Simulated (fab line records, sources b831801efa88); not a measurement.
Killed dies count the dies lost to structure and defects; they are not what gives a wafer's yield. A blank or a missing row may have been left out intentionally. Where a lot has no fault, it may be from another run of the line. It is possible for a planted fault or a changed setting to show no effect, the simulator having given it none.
Chamber matching + flow sfq line + SFQ_TRILAYER_I2_CMP_CMP_064 on cmp-02: 4 sister chambers
The step polishes SiO2. 18 wafers are shown with their chamber, then 9 later ones without.

## EACH WAFER AND ITS CHAMBER
| wafer  | chamber | motor current A (A) | time to endpoint s (s) | head pressure psi (psi) |
|--------|---------|---------------------|------------------------|-------------------------|
| L629.1 | 1       | 13.1                | 229                    | 2.999                   |
| L629.3 | 2       | 10.2                | 219                    | 2.992                   |
| L629.6 | 0       | 8.9                 | 224                    | 3.000                   |
| L630.3 | 0       | 8.9                 | 208                    | 2.993                   |
| L630.2 | 2       | 10.6                | 205                    | 3.012                   |
| L630.4 | 3       | 10.2                | 201                    | 3.000                   |
| L633.1 | 1       | 12.5                | 213                    | 2.998                   |
| L633.2 | 0       | 8.7                 | 212                    | 3.003                   |
| L633.5 | 1       | 12.8                | 217                    | 2.998                   |
| L635.1 | 0       | 8.8                 | 211                    | 3.003                   |
| L635.3 | 3       | 9.7                 | 201                    | 2.992                   |
| L635.5 | 1       | 13.4                | 224                    | 3.003                   |
| L637.1 | 1       | 12.9                | 218                    | 2.999                   |
| L637.3 | 0       | 8.5                 | 218                    | 3.004                   |
| L637.4 | 3       | 10.0                | 217                    | 3.000                   |
| L638.3 | 0       | 8.3                 | 220                    | 2.993                   |
| L638.4 | 1       | 13.7                | 224                    | 3.005                   |
| L638.5 | 0       | 8.6                 | 225                    | 2.997                   |

SIGNATURES (means of the wafers above)
| reading            | chamber 0 | chamber 1 | chamber 2 | chamber 3 | scatter within a chamber |
|--------------------|-----------|-----------|-----------|-----------|--------------------------|
| motor current A    | 8.671     | 13.067    | 10.400    | 9.967     | 0.32                     |
| time to endpoint s | 216.86    | 220.83    | 212.00    | 206.33    | 7.09                     |
| head pressure psi  | 2.99900   | 3.00033   | 3.00200   | 2.99733   | 0.00548                  |
Rule: a wafer's distance from a chamber is the root of the sum, over the readings, of the square of ((its reading less the chamber's mean) divided by the reading's scatter). If the next closest chamber is less than 2 further off than the closest, the wafer can't be placed; otherwise it belongs to the closest. How the scatter is found: for the shown wafers, subtract from each reading the mean of its chamber, square and add these, divide the total by (wafers less chambers), then take the root.

## WAFERS WHOSE CHAMBER IS MISSING
| wafer  | motor current A (A) | time to endpoint s (s) | head pressure psi (psi) |
|--------|---------------------|------------------------|-------------------------|
| L640.2 | 9.6                 | 223                    | 3.003                   |
| L640.3 | 10.1                | 213                    | 3.004                   |
| L640.6 | 13.9                | 230                    | 3.006                   |
| L642.3 | 8.7                 | 211                    | 3.004                   |
| L642.4 | 10.8                | 218                    | 3.008                   |
| L642.6 | 13.2                | 222                    | 3.002                   |
| L649.3 | 10.0                | 221                    | 3.010                   |
| L651.1 | 9.8                 | 205                    | 3.000                   |
| L651.4 | 10.2                | 222                    | 2.997                   |

## THE CHAMBER EACH PASSED THROUGH
| wafer  | from the rows above          | in truth |
|--------|------------------------------|----------|
| L640.2 | can't be placed: 3 or 2 or 0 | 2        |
| L640.3 | can't be placed: 2 or 3      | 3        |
| L640.6 | 1                            | 1        |
| L642.3 | 0                            | 0        |
| L642.4 | can't be placed: 2 or 3      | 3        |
| L642.6 | 1                            | 1        |
| L649.3 | can't be placed: 2 or 3      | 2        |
| L651.1 | can't be placed: 3 or 2      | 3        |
| L651.4 | can't be placed: 2 or 3      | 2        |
Correct placement for 3 of the 9. From these rows, 6 cannot be placed; in 6 the true chamber is one of the candidates. Placed wrongly: 0.
